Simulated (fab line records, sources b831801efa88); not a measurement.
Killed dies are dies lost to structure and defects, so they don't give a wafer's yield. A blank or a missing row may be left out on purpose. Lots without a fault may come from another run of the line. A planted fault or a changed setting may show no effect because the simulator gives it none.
Chamber matching | flow sky130 | SKY_FIELD_ISO_ETCH_14 on rie_diel-01: 4 sister chambers
The step etches BARC in N2/H2, stops on SiO2, time 45.9 s, target depth 60 nm. 14 wafers are shown with their chamber, then 7 later ones without.

WAFERS WITH THEIR CHAMBER
wafer  | chamber | drypump_motor_current_A (A) | oes_product_au (a.u.) | throttle_valve_pct (%)
L075.4 | 3       | 5.7                         | 0.854                 | 13.222
L075.5 | 2       | 4.9                         | 0.864                 | 13.224
L075.6 | 3       | 5.8                         | 0.859                 | 13.215
L082.3 | 3       | 5.8                         | 0.858                 | 13.215
L082.5 | 3       | 5.8                         | 0.853                 | 13.231
L082.6 | 2       | 4.9                         | 0.856                 | 13.211
L083.2 | 3       | 5.7                         | 0.850                 | 13.223
L083.3 | 2       | 4.9                         | 0.856                 | 13.222
L083.4 | 0       | 5.7                         | 0.853                 | 13.237
L086.2 | 0       | 5.7                         | 0.841                 | 13.203
L086.4 | 2       | 4.9                         | 0.856                 | 13.225
L086.5 | 3       | 5.8                         | 0.852                 | 13.230
L087.1 | 3       | 5.7                         | 0.854                 | 13.239
L087.3 | 1       | 5.1                         | 0.854                 | 13.219

SIGNATURES (means of the wafers above)
reading                 | chamber 0 | chamber 1 | chamber 2 | chamber 3 | scatter within a chamber
drypump_motor_current_A | 5.700     | 5.100     | 4.900     | 5.757     | 0.0414
oes_product_au          | 0.84700   | 0.85400   | 0.85800   | 0.85429   | 0.00426
throttle_valve_pct      | 13.22000  | 13.21900  | 13.22050  | 13.22500  | 0.0108
Rule: a wafer's distance from a chamber is the root of the sum, over the readings, of the square of ((its reading less the chamber's mean) divided by the reading's scatter). The wafer belongs to the nearest chamber; if the next one is less than 2 further off, it can't be placed. The scatter: the root of (the sum of the squares of (reading less its chamber's mean) over the shown wafers, divided by (wafers less chambers)).

WAFERS WITHOUT THEIR CHAMBER
wafer  | drypump_motor_current_A (A) | oes_product_au (a.u.) | throttle_valve_pct (%)
L087.5 | 5.7                         | 0.854                 | 13.210
L092.3 | 5.7                         | 0.856                 | 13.230
L092.4 | 4.9                         | 0.861                 | 13.225
L092.5 | 5.7                         | 0.854                 | 13.241
L096.1 | 5.7                         | 0.854                 | 13.234
L096.2 | 5.7                         | 0.853                 | 13.220
L096.5 | 5.7                         | 0.858                 | 13.229

WHICH CHAMBER EACH WENT THROUGH
wafer  | from the rows above     | in truth
L087.5 | can't be placed: 0 or 3 | 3
L092.3 | can't be placed: 3 or 0 | 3
L092.4 | 2                       | 2
L092.5 | can't be placed: 3 or 0 | 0
L096.1 | can't be placed: 3 or 0 | 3
L096.2 | can't be placed: 0 or 3 | 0
L096.5 | can't be placed: 3 or 0 | 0
Placed correctly: 1 of 7. Can't be placed from these rows: 6 (the true chamber is among the candidates in 6). Placed wrongly: 0.
